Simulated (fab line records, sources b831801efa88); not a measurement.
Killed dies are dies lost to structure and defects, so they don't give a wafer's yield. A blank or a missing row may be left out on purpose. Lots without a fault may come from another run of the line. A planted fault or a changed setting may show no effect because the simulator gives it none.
fab line records | flow sky130
record lots=6 wafers=17 last_day=49
route steps=708 shown LDD_N@245 LDD_P@255 PAD_OPEN@708
lots that met no fault: from a run of the same line without faults
start_h: hours from the record's first day to the start of the lot's first wafer shown | wait_h: hours since the lot's step before | " the same as in the row above | L1.1+2: a row that stands for several wafers | - no value, or no start given | * or withheld: withheld | < > ~ a bound
route shown NAME@n: a module of which the file shows steps, and the number in the route of the first | usual: mean/standard deviation of fault-free wafers | same: alike in all rows | chamber/n: place in a boat | sites: the reading at each site | _std_site: their standard deviation | _edge_site: outer sites' mean less inner sites' | radius_mm: how far each site lies from the wafer's centre | mask NAME#n: copy n | behind: the tool/chamber that last shaped the wafer | hold: why the lot was held/for how many hours/how that ended | device: the transistor (n, p or np) that didn't switch | end of line: the same wafers' tests at the end of the route | a step without rows: its recipe alone | killed: dies lost to structure and defects at the first sort, not the wafer's yield | map: a wafer's dies, x killed, . not, _ none there
set.NAME: the setting as run; set.NAME@STEP: as run at that earlier step | model.NAME: the simulator's own value behind a step, which no gauge read
lots at some steps of the route; a table a step, a row a wafer
services: from which hour (start_h, from the record's first day; less than 0 if before it) a tool's chamber was out of use, for how many hours, and why
## steps
# step SKY_LDD_N_IMPLANT_08
# recipe species=As energy_kev=20 dose_cm2=7.5e+13 tilt_deg=withheld rotation_deg=23
# step SKY_LDD_N_IMPLANT_09
# recipe species=As energy_kev=20 dose_cm2=7.5e+13 tilt_deg=withheld rotation_deg=113
# step SKY_LDD_N_IMPLANT_10
# recipe species=As energy_kev=20 dose_cm2=7.5e+13 tilt_deg=withheld rotation_deg=203
# step SKY_LDD_N_IMPLANT_11
# recipe species=As energy_kev=20 dose_cm2=7.5e+13 tilt_deg=withheld rotation_deg=293
# step SKY_LDD_N_IMPLANT_12
# recipe species=BF2 energy_kev=50 dose_cm2=5e+12 tilt_deg=30 rotation_deg=0
# step SKY_LDD_N_IMPLANT_13
# recipe species=BF2 energy_kev=50 dose_cm2=5e+12 tilt_deg=30 rotation_deg=90
# step SKY_LDD_N_IMPLANT_14
# recipe species=BF2 energy_kev=50 dose_cm2=5e+12 tilt_deg=30 rotation_deg=180
# step SKY_LDD_N_IMPLANT_15
# recipe species=BF2 energy_kev=50 dose_cm2=5e+12 tilt_deg=30 rotation_deg=270
# step SKY_LDD_N_STRIP_16
# recipe chemistry=O2/N2 power_w=1400 pressure_mtorr=1500 platen_temp_c=withheld o2_flow_sccm=3000 n2_flow_sccm=300 overash_fraction=0.5
# usual chamber_pressure_mTorr=1500.1/1.5 drypump_motor_current_A=5.72/0.28 n2_flow_sccm=300.2/0.97 oes_product_au=0.407/0.0043 strip_time_to_endpoint_s=4.313/0.014
# columns lot.wafer tool chamber start_h wait_h chamber_pressure_mTorr drypump_motor_current_A n2_flow_sccm oes_product_au rf_hours_counter_h strip_time_to_endpoint_s
L870.3 plasma_asher-04 0 400.45 0.1 1496.6 6.13 299.9 0.405 - 4.301
L870.4 " 1 " " 1502.0 5.20 299.3 0.412 - 4.301
L870.5 " 0 " " 1500.1 6.14 300.9 0.416 - 4.316
L873.2 plasma_asher-04 0 434.26 0.1 1500.0 6.09 299.4 0.412 0 4.338
L873.3 " 1 " " 1499.0 5.16 298.8 0.406 - 4.320
L873.5 " 1 " " 1501.1 5.16 298.4 0.405 - 4.326
L879.2 plasma_asher-03 1 485.12 0.1 1501.4 5.74 300.2 0.399 37 4.341
L879.4 " 1 " " 1500.5 5.72 299.1 0.401 - 4.324
L879.5 " 1 " " 1499.7 5.72 299.9 0.417 - 4.318
L880.3 plasma_asher-03 1 493.58 0.1 1500.2 5.68 301.8 0.406 - 4.310
L880.5 " 1 " " 1502.3 5.73 300.2 0.404 - 4.304
L888.1 plasma_asher-03 1 569.50 0.1 1499.0 5.72 301.2 0.407 47 4.310
L888.3 " 0 " " 1501.9 5.76 299.4 0.408 - 4.315
L888.5 " 0 " " 1499.6 5.73 299.5 0.419 - 4.297
L889.2 plasma_asher-03 0 582.82 0.1 1499.3 5.76 301.1 0.401 48 4.306
L889.4 " 0 " " 1498.6 5.76 299.4 0.402 - 4.324
L889.6 " 0 " " 1499.9 5.76 302.1 0.407 - 4.314
# step SKY_LDD_N_TW_MEAS_17
# usual LDD_N_TW=2596/13
# columns lot.wafer tool chamber start_h wait_h LDD_N_TW
L870.3 film_metro-02 - 400.54 0.1 2595
L870.4 " - " " 2607
L870.5 " - " " 2603
L873.2 film_metro-02 - 434.37 0.1 2606
L873.3 " - " " 2588
L873.5 " - " " 2590
L879.2 film_metro-03 - 485.23 0.1 2594
L879.4 " - " " 2599
L879.5 " - " " 2595
L880.3 film_metro-03 - 493.67 0.1 2594
L880.5 " - " " 2605
L888.1 film_metro-01 - 569.60 0.1 2596
L888.3 " - " " 2609
L888.5 " - " " 2607
L889.2 film_metro-01 - 582.93 0.1 2561
L889.4 " - " " 2582
L889.6 " - " " 2579
# step SKY_LDD_P_DEHYDRATE_00
# recipe temp_c=200 time_s=60
# step SKY_LDD_P_HMDS_01
# recipe prime_time_s=60 prime_temp_c=120
# step SKY_LDD_P_COAT_02
# recipe resist=NOVOLAK spin_rpm=3000 resist_thk_nm=1140
# usual exhaust_pa=44.9/0.86
# columns lot.wafer tool chamber start_h wait_h exhaust_pa model.NOVOLAK_of_LDD_P_COAT_02.thk_nm
L870.3 litho_track-01 0 415.65 0.1 44.9 1144
L870.4 " 0 " " 45.3 1141
L870.5 " 0 " " 43.6 1145
L873.2 litho_track-02 0 449.74 0.1 44.0 1142
L873.3 " 0 " " 45.9 1141
L873.5 " 0 " " 45.8 1142
L879.2 litho_track-02 0 499.84 0.1 46.3 1141
L879.4 " 0 " " 46.3 1235
L879.5 " 0 " " 45.9 1233
L880.3 litho_track-02 0 508.62 0.1 45.7 1144
L880.5 " 0 " " 44.0 1238
L888.1 litho_track-01 0 584.05 0.1 44.1 1138
L888.3 " 0 " " 44.2 1138
L888.5 " 0 " " 44.2 1139
L889.2 litho_track-01 0 597.62 0.1 45.6 1138
L889.4 " 0 " " 46.0 1138
L889.6 " 0 " " 45.3 1139
# step SKY_LDD_P_SOFTBAKE_03
# recipe temp_c=90 time_s=60 resist=NOVOLAK
# step SKY_LDD_P_EXPOSE_04
# recipe mask_id=PSDM na=0.6 source_shape=conventional sigma_outer=0.6 polarization=unpolarized target_cd_nm=380 dose_mj=138
# step SKY_LDD_P_PEB_05
# recipe temp_c=withheld time_s=* resist=NOVOLAK
# step SKY_LDD_P_DEVELOP_06
# recipe resist=NOVOLAK developer=TMAH develop_time_s=60 dev_temp_c=23
# usual exhaust_pa=44.8/1
# columns lot.wafer tool chamber start_h wait_h exhaust_pa model.NOVOLAK_of_LDD_P_COAT_02.thk_nm
L870.3 litho_track-02 0 430.07 0.1 44.9 1143
L870.4 " 0 " " 44.9 1140
L870.5 " 0 " " 45.3 1144
L873.2 litho_track-02 0 464.99 0.1 44.7 1142
L873.3 " 0 " " 44.5 1141
L873.5 " 0 " " 43.9 1142
L879.2 litho_track-01 0 514.32 0.1 45.1 1141
L879.4 " 0 " " 45.6 1235
L879.5 " 0 " " 45.5 1233
L880.3 litho_track-02 0 523.42 0.1 44.9 1144
L880.5 " 0 " " 45.8 1237
L888.1 litho_track-03 0 599.31 0.1 44.0 1137
L888.3 " 0 " " 43.1 1138
L888.5 " 0 " " 42.5 1139
L889.2 litho_track-03 0 612.09 0.1 46.5 1138
L889.4 " 0 " " 44.6 1138
L889.6 " 0 " " 44.9 1138
# step SKY_LDD_P_CD_MEAS_07
# recipe target_cd_nm=380
# usual cd_nm=380.2/2.3
# columns lot.wafer tool chamber start_h wait_h hold cd_nm
L870.3 cd_sem-01 - 430.21 0.1 - 379.4
L870.4 " - " " - 380.3
L870.5 " - " " - 380.0
L873.2 cd_sem-02 - 465.14 0.1 - 381.9
L873.3 " - " " - 384.5
L873.5 " - " " - 381.9
L879.2 cd_sem-01 - 514.47 0.1 await_dispo/0.2h/release 377.4
L879.4 " - " " await_dispo/0.2h/release 370.3
L879.5 " - " " await_dispo/0.2h/release 368.8
L879.2 cd_sem-01 - 514.75 0.3 - 377.3
L879.4 " - " " - 370.1
L879.5 " - " " - 368.5
L880.3 cd_sem-02 - 523.56 0.1 - 379.0
L880.5 " - " " - 371.6
L888.1 cd_sem-01 - 599.46 0.1 - 380.3
L888.3 " - " " - 377.5
L888.5 " - " " - 378.1
L889.2 cd_sem-01 - 612.23 0.1 - 380.7
L889.4 " - " " - 379.3
L889.6 " - " " - 381.1
# step SKY_LDD_P_OVL_MEAS_08
# usual LDD_P_OVL=-0.1/1.4
# columns lot.wafer tool chamber start_h wait_h hold LDD_P_OVL[nm]
L870.3 overlay-01 - 430.30 0.1 - -0.4
L870.4 " - " " - -0.3
L870.5 " - " " - -0.5
L873.2 overlay-01 - 465.25 0.1 - -0.1
L873.3 " - " " - -0.5
L873.5 " - " " - -1.4
L879.2 overlay-01 - 517.66 2.9 await_dispo/2.8h/release -1.0
L879.4 " - " " await_dispo/2.8h/release -1.1
L879.5 " - " " await_dispo/2.8h/release -1.6
L880.3 overlay-01 - 523.65 0.1 - 1.1
L880.5 " - " " - -0.8
L888.1 overlay-01 - 599.58 0.1 - -0.1
L888.3 " - " " - -1.4
L888.5 " - " " - 0.1
L889.2 overlay-01 - 612.34 0.1 - 2.3
L889.4 " - " " - 1.1
L889.6 " - " " - 2.8
# step SKY_LDD_P_IMPLANT_09
# recipe species=BF2 energy_kev=25 dose_cm2=1e+13 tilt_deg=withheld
# step SKY_LDD_P_STRIP_10
# recipe chemistry=O2/N2 power_w=1400 pressure_mtorr=1500 platen_temp_c=withheld o2_flow_sccm=3000 n2_flow_sccm=300 overash_fraction=0.5
# usual chamber_pressure_mTorr=1500.1/1.3 drypump_motor_current_A=5.7/0.55 n2_flow_sccm=300.1/0.81 oes_product_au=0.715/0.0049 strip_time_to_endpoint_s=14.18/0.039
# columns lot.wafer tool chamber start_h wait_h chamber_pressure_mTorr drypump_motor_current_A n2_flow_sccm oes_product_au rf_hours_counter_h strip_time_to_endpoint_s
L870.3 plasma_asher-01 0 430.51 0.1 1500.3 6.3 300.9 0.723 - 14.23
L870.4 " 1 " " 1500.3 5.0 299.7 0.715 - 14.19
L870.5 " 0 " " 1497.9 6.4 300.3 0.716 - 14.23
L873.2 plasma_asher-02 1 465.43 0.1 1500.0 5.5 300.7 0.711 64 14.20
L873.3 " 0 " " 1501.3 6.1 300.3 0.710 - 14.17
L873.5 " 1 " " 1500.5 5.5 300.8 0.716 - 14.21
L879.2 plasma_asher-01 0 517.97 0.1 1500.5 6.4 299.0 0.724 77 14.19
L879.4 " 0 " " 1500.4 6.4 298.8 0.710 - 15.24
L879.5 " 0 " " 1499.9 6.4 299.8 0.727 - 15.23
L880.3 plasma_asher-01 0 523.86 0.1 1499.2 6.4 299.5 0.714 - 14.20
L880.5 " 0 " " 1500.9 6.4 300.7 0.720 - 15.30
L888.1 plasma_asher-01 1 599.77 0.1 1501.7 5.0 299.6 0.714 86 14.15
L888.3 " 0 " " 1501.2 6.4 298.9 0.715 - 14.16
L888.5 " 1 " " 1499.5 5.0 299.5 0.711 - 14.16
L889.2 plasma_asher-02 1 612.52 0.1 1499.1 5.5 300.0 0.714 76 14.15
L889.4 " 0 " " 1501.2 6.1 301.3 0.711 - 14.16
L889.6 " 0 " " 1501.0 6.1 300.6 0.717 - 14.16
# step SKY_LDD_P_TW_MEAS_11
# usual LDD_P_TW=641/3.9
# columns lot.wafer tool chamber start_h wait_h LDD_P_TW
L870.3 film_metro-02 - 430.60 0.1 643
L870.4 " - " " 639
L870.5 " - " " 638
L873.2 film_metro-01 - 465.54 0.1 643
L873.3 " - " " 639
L873.5 " - " " 640
L879.2 film_metro-02 - 518.08 0.1 639
L879.4 " - " " 634
L879.5 " - " " 639
L880.3 film_metro-04 - 523.94 0.1 652
L880.5 " - " " 655
L888.1 film_metro-02 - 599.87 0.1 639
L888.3 " - " " 640
L888.5 " - " " 640
L889.2 film_metro-01 - 612.63 0.1 635
L889.4 " - " " 637
L889.6 " - " " 640
# step SKY_PAD_OPEN_PROBE_99
# usual killed_at_M0_to_M3=42/7.4 killed_at_M4_up=3.4/1.8 killed_at_contacts=25/5.4 killed_at_front_end=15/4.4 killed_at_other=0.2/0.52 killed_dies=86/9.3 killed_open=47/7.6 killed_short=39/6.5
# same gross_dies=492 killed_at_back_side=0
# columns lot.wafer tool chamber start_h wait_h killed_at_M0_to_M3 killed_at_M4_up killed_at_contacts killed_at_front_end killed_at_other killed_dies killed_open killed_short
L870.3 prober-02 - 1076.26 0.2 42 3 31 14 0 90 44 46
L870.4 prober-02 - 1076.31 0.2 36 3 27 8 1 75 39 36
L870.5 prober-02 - 1076.36 0.2 39 1 25 16 1 82 44 38
L880.3 prober-02 - 1138.31 0.2 61 5 19 16 0 101 61 40
L880.5 prober-02 - 1138.41 0.2 60 5 24 17 0 106 59 47
L888.1 prober-02 - 1180.24 0.1 34 3 22 17 0 76 52 24
L888.3 prober-02 - 1180.34 0.2 51 3 20 13 0 87 36 51
L888.5 prober-02 - 1180.44 0.2 49 3 24 9 0 85 52 33
L889.2 prober-02 - 1186.70 0.1 43 2 28 16 0 89 44 45
L889.4 prober-02 - 1186.80 0.2 37 6 25 14 0 82 40 42
L889.6 prober-02 - 1186.90 0.2 37 5 28 9 0 79 37 42
# killed by level:class
L870.3 CONTACT:geometric_particle:open=12 METAL1:geometric_particle:short=9 LI_CONTACT:geometric_particle:open=9 FIELD_ISO:geometric_particle:short=7 VIA1:geometric_particle:short=6 VIA1:geometric_particle:open=6 VIA2:geometric_particle:open=6 METAL2:geometric_particle:short=5
L870.4 VIA1:geometric_particle:open=12 CONTACT:geometric_particle:open=10 CONTACT:geometric_particle:short=10 METAL2:geometric_particle:short=4 VIA2:geometric_particle:open=4 VIA3:geometric_particle:open=4 POLY_GATE:geometric_particle:short=3 LI_CONTACT:geometric_particle:open=3
L870.5 CONTACT:geometric_particle:open=12 VIA1:geometric_particle:open=8 VIA3:geometric_particle:open=6 VIA2:geometric_particle:open=5 FIELD_ISO:geometric_particle:open=4 CONTACT:geometric_particle:short=4 LOCAL_INTERCONNECT:geometric_particle:short=4 POLY_GATE:geometric_particle:short=4
L880.3 VIA1:geometric_particle:open=16 VIA3:geometric_particle:open=11 VIA2:geometric_particle:open=10 VIA1:geometric_particle:short=6 METAL2:geometric_particle:short=6 LI_CONTACT:geometric_particle:open=5 METAL4:geometric_particle:short=5 POLY_GATE:geometric_particle:open=4
L880.5 VIA2:geometric_particle:open=14 CONTACT:geometric_particle:open=10 LI_CONTACT:geometric_particle:open=9 VIA1:geometric_particle:open=9 VIA3:geometric_particle:open=9 VIA1:geometric_particle:short=7 METAL1:geometric_particle:short=6 FIELD_ISO:geometric_particle:short=5
L888.1 CONTACT:geometric_particle:open=11 VIA1:geometric_particle:open=9 FIELD_ISO:geometric_particle:open=7 VIA3:geometric_particle:open=6 LI_CONTACT:geometric_particle:open=5 VIA1:geometric_particle:short=5 POLY_GATE:geometric_particle:open=3 CONTACT:geometric_particle:short=3
L888.3 VIA1:geometric_particle:open=12 METAL2:geometric_particle:short=7 FIELD_ISO:geometric_particle:short=6 CONTACT:geometric_particle:open=6 VIA1:geometric_particle:short=6 METAL1:geometric_particle:short=6 VIA3:geometric_particle:open=6 VIA2:geometric_particle:open=5
L888.5 CONTACT:geometric_particle:open=11 VIA3:geometric_particle:open=11 VIA2:geometric_particle:open=8 VIA1:geometric_particle:open=7 METAL1:geometric_particle:short=6 CONTACT:geometric_particle:short=5 FIELD_ISO:geometric_particle:open=4 METAL2:geometric_particle:short=4
L889.2 VIA2:geometric_particle:open=12 LI_CONTACT:geometric_particle:open=7 CONTACT:geometric_particle:short=7 METAL1:geometric_particle:short=7 VIA3:geometric_particle:open=6 FIELD_ISO:geometric_particle:open=5 LOCAL_INTERCONNECT:geometric_particle:short=5 FIELD_ISO:geometric_particle:short=4
L889.4 CONTACT:geometric_particle:open=8 VIA1:geometric_particle:open=8 LI_CONTACT:geometric_particle:open=7 METAL1:geometric_particle:short=7 VIA2:geometric_particle:open=6 FIELD_ISO:geometric_particle:short=5 FIELD_ISO:geometric_particle:open=5 CONTACT:geometric_particle:short=4
L889.6 VIA2:geometric_particle:open=8 LI_CONTACT:geometric_particle:open=7 CONTACT:geometric_particle:short=7 VIA1:geometric_particle:open=6 CONTACT:geometric_particle:open=5 VIA3:geometric_particle:short=5 LOCAL_INTERCONNECT:geometric_particle:short=4 VIA1:geometric_particle:short=4
## services
# columns tool chamber start_h hours kind
plasma_asher-03 - 411.66 0.6 repair
plasma_asher-04 - 421.25 9.0 pm
plasma_asher-04 0 421.25 9.0 vent_cycle
plasma_asher-04 1 421.25 9.0 vent_cycle
plasma_asher-04 0 430.25 - clean
plasma_asher-04 1 430.25 - clean
plasma_asher-01 - 447.50 4.0 repair
plasma_asher-04 - 507.15 6.7 repair
plasma_asher-02 - 513.63 28.1 pm
plasma_asher-02 - 566.97 3.0 repair
## key
first_sign step=SKY_LDD_P_CD_MEAS_07 reading=visit direction=added
effect step=SKY_LDD_P_CD_MEAS_07 reading=cd_nm direction=down sigmas=4.4 usual=380.2 struck=370.2
effect step=SKY_LDD_P_STRIP_10 reading=strip_time_to_endpoint_s direction=up sigmas=27 usual=* struck=*
model_effect step=SKY_LDD_P_COAT_02 value=NOVOLAK_of_LDD_P_COAT_02.thk_nm without=1142 struck=1235
model_effect step=SKY_LDD_P_DEVELOP_06 value=NOVOLAK_of_LDD_P_COAT_02.thk_nm without=1141 struck=1235
met_at SKY_LDD_P_COAT_02
struck_wafers L879.4,L879.5,L880.5
tester_left_out L879,L880
onset_between 449.74 499.84
fault kind=process_parameter_drift tool=litho_track-02 chamber=- onset_h=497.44 steps=SKY_LDD_P_COAT_02 channel=resist_thk_nm offset=93.693 shape=step end_h=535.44 scope=struck_wafers_only acts_in=these_recipes_only stated=1140
# tester_left_out: of these lots the tester's yield and bins aren't shown, on N5 and GAA mostly nor the transistor test; their killed dies are dies lost to structure and defects alone, not to doping, threshold or leakage, so they don't give the yield
